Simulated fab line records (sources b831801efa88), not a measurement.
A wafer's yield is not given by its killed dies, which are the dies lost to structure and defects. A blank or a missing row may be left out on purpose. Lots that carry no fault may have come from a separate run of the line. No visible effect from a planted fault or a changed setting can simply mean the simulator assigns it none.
2 desks, one fault ; flow sky130 ; every desk sees just its own numbers, and what lay behind them comes last

## FROM THE METROLOGY DESK
What the gauges read for every lot (on any tool): the sampled wafers with a number, averaged. Marked OUT: a lot whose mean sits more than 4 standard deviations from the usual mean, which makes it out of limits; the brackets give that distance.
Columns: A = VIA4_OVL at SKY_VIA4_OVL_MEAS_11, usual -0.5 nm; B = PASSIVATION_CVD_02_THK at SKY_PASSIVATION_THK_MEAS_03, usual 542 nm
lot;first seen here;A;B
L540;day 43 11:24;-0.2;544
L541;day 43 17:25;-0.9;538
L542;day 44 00:40;-2.5;544
L543;day 44 07:34;-1.9;542
L551;day 46 12:58;0.3;542
L552;day 46 14:04;-1.1;591 (+6.1) OUT
L553;day 47 02:31;0.7;602 (+7.4) OUT
L555;day 47 08:41;0.2;544
L556;day 47 14:28;-0.9;544
L560;day 48 09:22;-1.1;554
L561;day 48 13:58;-0.4;549
This desk finds L552, L553 out of limits, with the earliest case on L552 at day 47 12:26 (PASSIVATION_CVD_02_THK at SKY_PASSIVATION_THK_MEAS_03). L540, L541, L542, L543, L551, L555, L556, L560, L561: within limits.

## AT THE TOOL OWNER'S DESK: pecvd-01
The tool's own readings at SKY_PASSIVATION_CVD_02 (deposits Si3N4, target thk 540 nm): means of the sampled wafers that have a number, for each lot that ran on this tool. Marked OUT: a lot whose mean sits more than 4 standard deviations from the usual mean, which makes it out of limits; the brackets give that distance.
Columns: A = heater_power_w at SKY_PASSIVATION_CVD_02, usual 764 W; B = rf_fwd_power_W at SKY_PASSIVATION_CVD_02, usual 449.3 W
lot;first seen here;A;B
L542;day 45 01:13;787;448.8
L543;day 45 08:07;861;448.4
L551;day 47 11:19;873;447.8
L552;day 47 12:13;700;630.8 (+99 or more) OUT
L553;day 48 01:17;764;629.9 (+99 or more) OUT
This desk finds L552, L553 out of limits, L552 being first, at day 47 12:13 (rf_fwd_power_W at SKY_PASSIVATION_CVD_02). L542, L543, L551: within limits.

## TAKEN TOGETHER
On L552, L553, at day 47 12:13, an alarm was possible from the tool owner's desk.
The metrology desk could have raised an alarm at day 47 12:26, on L552, L553.
On pecvd-01, each named lot ran SKY_PASSIVATION_CVD_02.

## WHAT THE SIMULATOR HAD PUT IN
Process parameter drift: pecvd-01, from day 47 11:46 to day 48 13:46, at SKY_PASSIVATION_CVD_02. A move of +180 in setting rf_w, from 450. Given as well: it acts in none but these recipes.
Shown lots that were struck: L552, L553.
Counting hours from when the fault started, the first reading out of limits came at 0 for the tool owner's desk and at 1 for the metrology desk.
